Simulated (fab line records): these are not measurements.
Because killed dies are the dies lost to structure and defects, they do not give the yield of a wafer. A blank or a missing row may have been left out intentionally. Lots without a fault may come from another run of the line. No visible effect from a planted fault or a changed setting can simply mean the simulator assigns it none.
Problem report in the 8D (eight disciplines) form, filled by code | flow gf180mcu | the parts of the form that need people (team, actions taken, sign-off) are left out

== 1. WHAT WENT WRONG ==
Across 6 wafers from 2 lots, DNWELL_TW at GF_DNWELL_TW_MEAS_09 averages 1051, while fault-free wafers read 1363 with a standard deviation of 24. That puts it -13 standard deviations away from the usual mean.
First seen on wafer L554.1, day 4 07:14, on film-metro-01. The record has a number at this step for 36 wafers belonging to 12 lots. The rule behind "out" and "out of limits": a value lying over 4 standard deviations away from the usual mean. All remaining wafers that have a number are taken as sound.

== 2. WHAT IT IS, WHAT IT ISN'T ==
question                    | is                           | is not
which readings at this step | DNWELL_TW                    | -
which lots                  | L554, L555                   | L547, L551, L552, L553, L561, L562, L563, L564, L565, L567
which wafers of those lots  | all that have a number       | -
read on which gauges        | film-metro-01, film-metro-04 | film-metro-02
when                        | from day 4 07:14             | up to then (12 sound wafers); but 18 sound wafers of L561, L562, L563, L564, L565, L567 came after

== 3. SUSPECTS, AND WHAT RULES EACH OUT ==
Counting: any tool at a process step up to the reading is kept as a suspect provided that every lot that is out went through it and no sound lot did after the first of them.
- the gauge at GF_DNWELL_TW_MEAS_09 has been ruled out. 2 gauges (film-metro-01, film-metro-04) read the wafers that are out.
- implanter-04 at GF_DNWELL_IMPLANT_07: kept. It processed each lot that is out, first L554 at day 4 06:56, and no sound lot thereafter; up to then, the last sound lot it processed was L552 at day 3 20:50. Its own readings are out on those wafers: dose-ions-cm2, faraday-current-uA.
Left after counting: implanter-04 at GF_DNWELL_IMPLANT_07.

== 4. THE CAUSE (what the simulator had put in) ==
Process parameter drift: implanter-04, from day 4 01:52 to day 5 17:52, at GF_DNWELL_IMPLANT_07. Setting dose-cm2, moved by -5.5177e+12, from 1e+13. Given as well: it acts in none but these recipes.
Counting left only this tool.

== 5. SEQUENCE OF EFFECTS, ordered by route ==
One row per reading whose mean, taken over the struck wafers that have a number, lies over 3 standard deviations from the usual. Readings are gone through only where the record gives a usual standard deviation; hours: the median, over the lots, of the time from a lot's start at the first step in this table giving one to that lot's start at this step; sigmas: the change measured in usual standard deviations.
hours | step                 | reading            | usual | on struck wafers | change | sigmas
0     | GF_DNWELL_IMPLANT_07 | dose-ions-cm2      | 1e+13 | 4e+12            | -6e+12 | -99 or more
0     | GF_DNWELL_IMPLANT_07 | faraday-current-uA | 56.4  | 25.4             | -31.0  | -28
0     | GF_DNWELL_TW_MEAS_09 | DNWELL_TW          | 1363  | 1051             | -312   | -13
It contains these process steps:
- GF_DNWELL_IMPLANT_07
Later steps that measure or inspect, where all struck wafers having a row at the step show a number for every such reading and not one has moved that far: GF_POLY_GATE_CD_MEAS_10.

== 6. WHAT WOULD HAVE CAUGHT IT SOONER ==
5 hours passed between the start of the fault at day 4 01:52 and the first reading out of limits at a measuring or inspecting step in this record, taken at day 4 07:14.
The tool's own readings at GF_DNWELL_IMPLANT_07 were out on every struck wafer that the step has a row for (dose-ions-cm2, faraday-current-uA): an alarm limit on them would have fired on the first of those.
Of the lots that are out (2), L555 began GF_DNWELL_IMPLANT_07 on implanter-04 after day 4 07:14. A hold on the tool at that time would have spared it.
